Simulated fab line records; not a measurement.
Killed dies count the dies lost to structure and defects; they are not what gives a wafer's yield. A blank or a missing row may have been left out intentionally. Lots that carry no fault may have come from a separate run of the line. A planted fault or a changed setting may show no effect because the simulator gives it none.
Which tool is to blame? -- flow gf180mcu -- 33 wafers from 11 lots sampled at 4 of the route's 602 steps

== WHAT THE GAUGES SHOWED, per wafer ==
GF_MIM_RS_MEAS_10: measurement is done with a four-point probe.
lot,measured,on,MIM_ALCU_RS (ohm/sq)
L541,day 25 05:37,film-metro-04,0.1603 0.1609 0.1602
L542,day 25 20:17,film-metro-01,0.1613 0.1598 0.1635
L546,day 26 14:58,film-metro-01,0.1611 0.1612 0.1605
L547,day 27 03:17,film-metro-04,0.1593 0.1584 0.1596
L549,day 27 20:20,film-metro-01,0.1630 0.1619 0.1620
L552,day 28 07:20,film-metro-01,0.1629 0.1645 0.1618
L553,day 29 00:32,film-metro-04,0.1609 0.1623 0.1596
L558,day 29 23:49,film-metro-02,0.1612 0.1572 0.1596
L559,day 30 13:21,film-metro-01,0.1589 0.1592 0.1601
L562,day 30 23:07,film-metro-02,0.1598 0.1597 0.1597
L563,day 31 01:17,film-metro-01,0.1594 0.1598 0.1599

GF_PASSIVATION_THK_MEAS_01.
lot,measured,on,PASSIVATION_CVD_00_THK (nm)
L541,day 28 18:15,film-metro-03,994 1008 982
L542,day 29 06:46,film-metro-03,962 983 1004
L546,day 30 00:52,film-metro-01,995 994 1017
L547,day 30 13:52,film-metro-03,975 953 1000
L549,day 31 04:34,film-metro-04,998 1014 1018
L552,day 31 14:59,film-metro-01,1001 1050 995 1000 1050 995
L553,day 32 06:46,film-metro-01,1059 990 1000 1059 990 1000
L558,day 33 02:49,film-metro-03,962 1008 994
L559,day 33 13:25,film-metro-03,971 1004 1015
L562,day 33 23:46,film-metro-03,1001 990 1017
L563,day 34 00:15,film-metro-01,989 1017 1033

== WHAT TOOL EACH LOT RAN ON (gives the tool, then ch and the chambers of the sampled wafers, and finally the start) ==
lot,GF_V4_CVD_02,GF_PASSIVATION_CVD_00
L541,"pecvd-01 ch 1,2, day 24 05:32","pecvd-01 ch 0,2, day 28 18:10"
L542,"pecvd-03 ch 0,1,2, day 24 19:59","pecvd-01 ch 0,1,2, day 29 06:41"
L546,"pecvd-01 ch 0,1, day 25 15:28","pecvd-03 ch 0,1, day 30 00:47"
L547,"pecvd-01 ch 1,2, day 26 05:34","pecvd-01 ch 1,2, day 30 13:47"
L549,"pecvd-02 ch 0,2, day 26 22:10","pecvd-03 ch 1,2, day 31 04:28"
L552,"pecvd-02 ch 0,1,2, day 27 09:36","pecvd-01 ch 0,1,2, day 31 14:54"
L553,"pecvd-02 ch 0,1,2, day 28 02:47","pecvd-01 ch 0,2, day 32 06:41"
L558,"pecvd-03 ch 0,1,2, day 29 02:38","pecvd-04 ch 0,1,2, day 33 02:43"
L559,"pecvd-02 ch 0,2, day 29 16:04","pecvd-04 ch 1,2, day 33 13:19"
L562,"pecvd-02 ch 0,1, day 30 03:10","pecvd-04 ch 0,1, day 33 23:40"
L563,"pecvd-02 ch 0,2, day 30 04:48","pecvd-04 ch 0,1,2, day 34 00:10"
- GF_V4_CVD_02: deposits SiO2 from TEOS, target thk 850 nm, time 94.851 s.
- GF_PASSIVATION_CVD_00: deposits SiO2 from TEOS, target thk 1000 nm, time 111.95 s.

== WHAT THE TOOLS THEMSELVES READ (means of the sampled wafers that have a number; where no wafer has one, the mark that the record gives instead) ==
GF_V4_CVD_02.
lot,tool,heater-power-outer-w (W),heater-power-w (W),rf-fwd-power-W (W)
L541,pecvd-01,414,655,595.2
L542,pecvd-03,343,583,594.6
L546,pecvd-01,438,689,597.3
L547,pecvd-01,402,642,595.4
L549,pecvd-02,371,643,595.4
L552,pecvd-02,381,656,594.8
L553,pecvd-02,371,642,595.6
L558,pecvd-03,314,554,595.8
L559,pecvd-02,386,657,593.4
L562,pecvd-02,330,578,597.1
L563,pecvd-02,366,624,593.8

GF_PASSIVATION_CVD_00.
lot,tool,heater-power-outer-w (W),heater-power-w (W),rf-fwd-power-W (W)
L541,pecvd-01,488,774,595.5
L542,pecvd-01,430,694,599.7
L546,pecvd-03,353,614,593.5
L547,pecvd-01,427,682,595.6
L549,pecvd-03,308,537,597.7
L552,pecvd-01,386,618,629.9
L553,pecvd-01,424,697,629.6
L558,pecvd-04,396,710,595.4
L559,pecvd-04,454,757,599.9
L562,pecvd-04,322,583,596.2
L563,pecvd-04,448,764,597.3

== THE ANSWER, worked out from the rows above alone ==
Rule: the lots themselves supply what counts as usual. The widest of any qualifying gaps counts: lots, ordered by their means at a reading, are off when they make up no more than a third of the lots, leave a main group of 4 or more, and stand apart from it by 3 or more times the standard deviation of that group's means. A main group whose means are all the same, to the digits that the tables above print for the reading, isn't used. Also off: a lot with no number at a reading for which 4 or more lots have one. Where the step has rows for the other lots, those lots are counted as sound. Order of review: gauges by route order, followed by the tools' own readings, for which a lot's mean as printed above is used. The first step at which some lot is off is used, and at that step the reading that is off furthest; a lot without a number counts as furthest.
Off: L552, L553, at GF_PASSIVATION_CVD_00 (rf-fwd-power-W). For the main group the mean is 596.8 W and the standard deviation 2.
A tool fits if, at that step or a process step before it, it ran every lot that is off, and no sound lot after the first of them. One fits: GF_PASSIVATION_CVD_00 on pecvd-01. Its last sound lot is L547 (day 30 13:47), its first lot that is off L552 (day 31 14:54): a fault that began between those two fits.
On the lots that are off, the tool's own readings at GF_PASSIVATION_CVD_00 differ by more than 5 times the standard deviation of the sound lots' means, which bears it out; rf-fwd-power-W reads 629.8 W there versus 596.8 W on the sound lots.

== WHAT WAS PUT IN BY THE SIMULATOR ==
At GF_PASSIVATION_CVD_00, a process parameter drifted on pecvd-01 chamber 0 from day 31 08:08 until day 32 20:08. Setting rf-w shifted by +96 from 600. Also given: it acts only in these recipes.
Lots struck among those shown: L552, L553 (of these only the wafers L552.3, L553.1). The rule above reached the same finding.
